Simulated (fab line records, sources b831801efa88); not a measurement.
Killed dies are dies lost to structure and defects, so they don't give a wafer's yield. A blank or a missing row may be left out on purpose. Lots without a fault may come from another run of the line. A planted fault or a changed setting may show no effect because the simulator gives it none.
Chamber matching | flow gf180mcu | GF_MIM_CVD_05 on pecvd-01: 3 sister chambers
The step deposits Si3N4, target thk 42 nm, time 29.086 s. 3 wafers are shown with their chamber, then 8 later ones without.

WAFERS WITH THEIR CHAMBER
wafer  | chamber | heater_power_w (W)
L086.4 | 2       | 750
L088.6 | 0       | 921
L089.3 | 1       | 610

WAFERS WITHOUT THEIR CHAMBER
wafer  | heater_power_w (W)
L089.4 | 622
L089.6 | 711
L095.2 | 979
L095.4 | 971
L095.5 | 703
L097.3 | 703
L097.4 | 702
L097.5 | 684

WHICH CHAMBER EACH WENT THROUGH
wafer  | from the rows above     | in truth
L089.4 | 1                       | 1
L089.6 | can't be placed: 2 or 1 | 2
L095.2 | 0                       | 0
L095.4 | 0                       | 0
L095.5 | can't be placed: 2 or 1 | 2
L097.3 | can't be placed: 2 or 1 | 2
L097.4 | can't be placed: 2 or 1 | 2
L097.5 | can't be placed: 2 or 1 | 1
Placed correctly: 3 of 8. Can't be placed from these rows: 5 (the true chamber is among the candidates in 5). Placed wrongly: 0.
How it was worked out, from the rows above alone: a wafer's distance from a chamber is the root of the sum, over the readings, of the square of ((its reading less the chamber's mean) divided by the reading's scatter). The wafer belongs to the nearest chamber; if the next one is less than 2 further off, it can't be placed. A chamber's mean is the mean of its shown wafers. The scatter: with one shown wafer a chamber, the root of the mean of the squares of how far each hidden wafer lies from its nearest shown one.
